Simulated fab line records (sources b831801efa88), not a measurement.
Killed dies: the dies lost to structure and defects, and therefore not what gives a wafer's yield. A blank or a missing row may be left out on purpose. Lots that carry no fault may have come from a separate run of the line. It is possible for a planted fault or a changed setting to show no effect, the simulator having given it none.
Which tool is to blame? || flow gf180mcu || Sampling: 6 lots, 18 wafers, 2 of 602 route steps

WHAT THE GAUGES SHOWED, per wafer
GF_LVPWELL_TW_MEAS_11.
{"lot": "L349", "measured": "day 6 07:07", "on": "film_metro-01", "LVPWELL_TW": "562 559 558"}
{"lot": "L351", "measured": "day 6 12:34", "on": "film_metro-01", "LVPWELL_TW": "560 559 557"}
{"lot": "L354", "measured": "day 7 06:38", "on": "film_metro-01", "LVPWELL_TW": "561 561 558"}
{"lot": "L357", "measured": "day 7 21:49", "on": "film_metro-04", "LVPWELL_TW": "558 555 556"}
{"lot": "L361", "measured": "day 8 18:53", "on": "film_metro-03", "LVPWELL_TW": "560 561 563"}
{"lot": "L363", "measured": "day 9 05:58", "on": "film_metro-04", "LVPWELL_TW": "556 557 560"}

TOOL THAT RAN EACH LOT (tool first, then ch and the chambers of the sampled wafers, then the start)
{"lot": "L349", "GF_STI_ETCH_14": "rie_si-01 ch 0,1, day 4 05:46"}
{"lot": "L351", "GF_STI_ETCH_14": "rie_si-01 ch 1,2,3, day 4 11:52"}
{"lot": "L354", "GF_STI_ETCH_14": "rie_si-02 ch 0,1, day 5 03:19"}
{"lot": "L357", "GF_STI_ETCH_14": "rie_si-01 ch 1,2, day 5 17:40"}
{"lot": "L361", "GF_STI_ETCH_14": "rie_si-01 ch 2,3, day 6 14:19"}
{"lot": "L363", "GF_STI_ETCH_14": "rie_si-01 ch 2,3, day 6 23:55"}
- GF_STI_ETCH_14: etches Si in HBr/Cl2/O2, target depth 360 nm, time 102.9 s.

THE ANSWER, worked out from the rows above alone
Rule: the usual values come from the lots themselves. The widest of any qualifying gaps counts: lots, ordered by their means at a reading, are off when they make up no more than a third of the lots, leave a main group of 4 or more, and stand apart from it by 3 or more times the standard deviation of that group's means. Not used: any main group whose means are identical at the precision the tables above print for the reading. Also off: a lot with no number at a reading for which 4 or more lots have one. All remaining lots with rows at the step are treated as sound.
Across all readings shown, no lot is off: no conclusion can be drawn from this.

WHAT THE SIMULATOR HAD INSERTED
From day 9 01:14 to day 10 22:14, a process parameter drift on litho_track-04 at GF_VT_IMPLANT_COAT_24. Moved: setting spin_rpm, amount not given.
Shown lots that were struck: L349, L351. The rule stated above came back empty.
